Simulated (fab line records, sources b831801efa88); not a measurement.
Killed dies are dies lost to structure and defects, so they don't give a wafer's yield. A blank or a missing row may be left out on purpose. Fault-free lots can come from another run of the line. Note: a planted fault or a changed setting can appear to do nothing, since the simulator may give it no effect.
Matching of chambers    flow sky130    SKY_PASSIVATION_ETCH_11 on rie-diel-03: 4 sister chambers
The step etches the open film in CF4/O2, stops on AlCu, target depth 725 nm, time 161.1 s. 14 wafers are shown with their chamber, then 7 later ones without.

## WAFERS, EACH WITH ITS CHAMBER
wafer   chamber  drypump-motor-current-A (A)  oes-product-au (a.u.)  throttle-valve-pct (%)
L077.3  0        5.0                          0.974                  5.965
L077.5  3        6.0                          0.979                  5.956
L077.6  2        5.8                          0.979                  5.970
L080.2  2        5.7                          0.973                  5.959
L080.3  0        5.0                          0.971                  5.965
L080.4  2        5.7                          0.986                  5.965
L084.2  2        5.8                          0.978                  5.984
L084.3  1        6.1                          0.961                  5.955
L084.5  3        6.0                          0.974                  5.961
L089.2  3        6.0                          0.971                  5.962
L089.3  0        5.0                          0.988                  5.986
L089.4  2        5.7                          0.976                  5.964
L090.2  3        6.0                          0.979                  5.954
L090.3  0        5.0                          0.986                  5.966

SIGNATURES (averages over the wafers above)
reading                  chamber 0  chamber 1  chamber 2  chamber 3  scatter within a chamber
drypump-motor-current-A  5.000      6.100      5.740      6.000      0.0346
oes-product-au           0.97975    0.96100    0.97840    0.97575    0.00597
throttle-valve-pct       5.97050    5.95500    5.96840    5.95825    0.00855
Rule: for a wafer and a chamber, the distance is found by dividing, reading by reading, the gap between the wafer's reading and the chamber's mean by the reading's scatter, squaring, summing and taking the root. The wafer belongs to the nearest chamber; if the next one is less than 2 further off, it can't be placed. The scatter: the root of (the sum of the squares of (reading less its chamber's mean) over the shown wafers, divided by (wafers less chambers)).

## WAFERS WITH NO CHAMBER GIVEN
wafer   drypump-motor-current-A (A)  oes-product-au (a.u.)  throttle-valve-pct (%)
L090.6  5.0                          0.980                  5.946
L091.1  6.2                          0.973                  5.970
L091.4  4.9                          0.984                  5.975
L091.6  6.1                          0.974                  5.956
L093.2  6.0                          0.977                  5.959
L093.4  5.8                          0.974                  5.966
L093.5  6.0                          0.985                  5.962

## THE CHAMBER EACH PASSED THROUGH
wafer   from the rows above      in truth
L090.6  0                        0
L091.1  1                        1
L091.4  0                        0
L091.6  can't be placed: 1 or 3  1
L093.2  3                        3
L093.4  2                        2
L093.5  3                        3
Correctly placed: 6 of 7. Cannot be placed on the basis of these rows: 1; the candidates contain the true chamber in 1. Placed wrongly: 0.
